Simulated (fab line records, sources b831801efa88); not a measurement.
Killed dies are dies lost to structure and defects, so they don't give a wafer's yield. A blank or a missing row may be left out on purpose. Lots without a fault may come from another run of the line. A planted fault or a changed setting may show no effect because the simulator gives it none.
Which tool did it? | flow sky130 | 14 lots, 42 wafers sampled, at 2 steps of a route of 708

WHAT THE GAUGES READ, wafer by wafer
SKY_CAPM_THK_MEAS_01. Usual: CAPM_CVD_00_THK 15.51 nm, standard deviation 0.28.
lot  | measured     | on            | CAPM_CVD_00_THK (nm) | flag
L172 | day 36 05:59 | film_metro-02 | 15.50 15.54 15.72    |
L174 | day 37 04:37 | film_metro-01 | 15.47 15.94 15.60    |
L175 | day 37 08:36 | film_metro-01 | 15.60 15.17 15.52    |
L177 | day 38 04:24 | film_metro-01 | 15.32 14.89 15.66    |
L178 | day 38 10:28 | film_metro-02 | 15.26 15.63 15.40    |
L179 | day 38 11:29 | film_metro-02 | 15.28 15.04 15.25    |
L180 | day 38 20:06 | film_metro-04 | 15.69 16.03 16.28    |
L182 | day 39 07:36 | film_metro-01 | 15.43 15.41 15.35    |
L183 | day 39 16:51 | film_metro-04 | 15.48 15.72 15.84    |
L188 | day 41 16:18 | film_metro-01 | 15.56 15.34 15.52    |
L192 | day 42 09:26 | film_metro-04 | 15.25 15.97 15.52    |
L193 | day 42 16:47 | film_metro-01 | 15.22 15.59 15.74    |
L194 | day 42 20:40 | film_metro-01 | 15.08 15.76 15.50    |
L195 | day 43 05:37 | film_metro-01 | 15.10 15.32 15.65    |

WHICH TOOL RAN EACH LOT (tool, then ch and the chambers of the sampled wafers, then the start)
lot  | SKY_METAL3_SPUTTER_01
L172 | pvd_sputter-01, day 36 05:50
L174 | pvd_sputter-04, day 37 04:28
L175 | pvd_sputter-01, day 37 08:26
L177 | pvd_sputter-03, day 38 04:14
L178 | pvd_sputter-03, day 38 10:19
L179 | pvd_sputter-03, day 38 11:19
L180 | pvd_sputter-04, day 38 19:56
L182 | pvd_sputter-03, day 39 07:27
L183 | pvd_sputter-03, day 39 16:41
L188 | pvd_sputter-01, day 41 16:08
L192 | pvd_sputter-03, day 42 09:16
L193 | pvd_sputter-04, day 42 16:38
L194 | pvd_sputter-03, day 42 20:29
L195 | pvd_sputter-04, day 43 05:27
- SKY_METAL3_SPUTTER_01: material TiN, target thk 20 nm, time 16.7 s.

WHAT THE TOOLS THEMSELVES READ (means of the sampled wafers that have a number; where no wafer has one, the mark that the record gives instead)
SKY_METAL3_SPUTTER_01. Usual: throttle_valve_pct 30.6 %, standard deviation 0.68.
lot  | tool           | throttle_valve_pct (%) | flag
L172 | pvd_sputter-01 | 30.5                   |
L174 | pvd_sputter-04 | 31.2                   |
L175 | pvd_sputter-01 | 30.2                   |
L177 | pvd_sputter-03 | 30.5                   |
L178 | pvd_sputter-03 | 30.8                   |
L179 | pvd_sputter-03 | 30.5                   |
L180 | pvd_sputter-04 | 31.3                   |
L182 | pvd_sputter-03 | 30.6                   |
L183 | pvd_sputter-03 | 30.5                   |
L188 | pvd_sputter-01 | 30.5                   |
L192 | pvd_sputter-03 | 30.6                   |
L193 | pvd_sputter-04 | 30.1                   |
L194 | pvd_sputter-03 | 30.8                   |
L195 | pvd_sputter-04 | 30.6                   |

THE ANSWER, worked out from the rows above alone
Rule: a lot is off if the mean of its wafers that have a number lies more than 3 standard deviations from the usual mean. A lot without any number at a reading at which 4 lots or more have one is off too. The other lots that the step has rows for count as sound. The gauges are gone through in route order, then the tools' own readings, and for those a lot's mean is taken as printed above. The first step at which some lot is off is used, and at that step the reading that is off furthest; a lot without a number counts as furthest.
No lot is off at any reading shown: from this, nothing can be told.

WHAT THE SIMULATOR HAD PUT IN
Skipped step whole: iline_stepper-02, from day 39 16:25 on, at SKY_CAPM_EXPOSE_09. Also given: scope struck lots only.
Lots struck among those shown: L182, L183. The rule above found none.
